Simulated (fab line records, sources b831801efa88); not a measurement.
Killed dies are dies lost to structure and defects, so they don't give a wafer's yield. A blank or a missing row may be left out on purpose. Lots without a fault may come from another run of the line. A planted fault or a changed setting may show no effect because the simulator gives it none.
Which tool did it? | flow sfq_line | 13 lots, 39 wafers sampled, at 1 step of a route of 325

WHAT THE GAUGES READ, wafer by wafer
SFQ_I5_OVL_MEAS_936.
lot  | measured     | on         | I5_OVL (nm)
L914 | day 60 11:26 | overlay-01 | 4 7 14
L915 | day 60 17:26 | overlay-02 | 9 9 15
L916 | day 61 04:31 | overlay-02 | 2 -3 2
L917 | day 63 17:41 | overlay-02 | -4 -10 -6
L919 | day 68 16:00 | overlay-02 | 3 -2 -1
L925 | day 71 14:27 | overlay-01 | -3 -14 -4
L928 | day 71 22:58 | overlay-01 | -4 -1 -4
L929 | day 72 05:09 | overlay-01 | 0 0 3
L930 | day 72 08:45 | overlay-01 | 4 8 7
L932 | day 72 23:17 | overlay-01 | 1 5 4
L934 | day 73 16:12 | overlay-01 | -9 -11 -15
L935 | day 73 19:48 | overlay-02 | -3 0 4
L937 | day 74 04:12 | overlay-02 | 6 8 2

WHICH TOOL RAN EACH LOT (tool, then ch and the chambers of the sampled wafers, then the start)
The record holds no process step before these readings.

WHAT THE TOOLS THEMSELVES READ (means of the sampled wafers that have a number; where no wafer has one, the mark that the record gives instead)
The record holds no such reading with a usual standard deviation.

THE ANSWER, worked out from the rows above alone
Rule: what is usual is taken from the lots themselves. Put in order of their means at a reading, lots are off if they are a third of the lots or fewer, leave a main group of 4 or more, and stand apart from it by a gap of 3 or more times the standard deviation of the main group's means; of several such gaps the widest counts. A main group whose means are all the same, to the digits that the tables above print for the reading, isn't used. A lot without any number at a reading at which 4 lots or more have one is off too. The other lots that the step has rows for count as sound. The gauges are gone through in route order, then the tools' own readings, and for those a lot's mean is taken as printed above. The first step at which some lot is off is used, and at that step the reading that is off furthest; a lot without a number counts as furthest.
No lot is off at any reading shown: from this, nothing can be told.

WHAT THE SIMULATOR HAD PUT IN
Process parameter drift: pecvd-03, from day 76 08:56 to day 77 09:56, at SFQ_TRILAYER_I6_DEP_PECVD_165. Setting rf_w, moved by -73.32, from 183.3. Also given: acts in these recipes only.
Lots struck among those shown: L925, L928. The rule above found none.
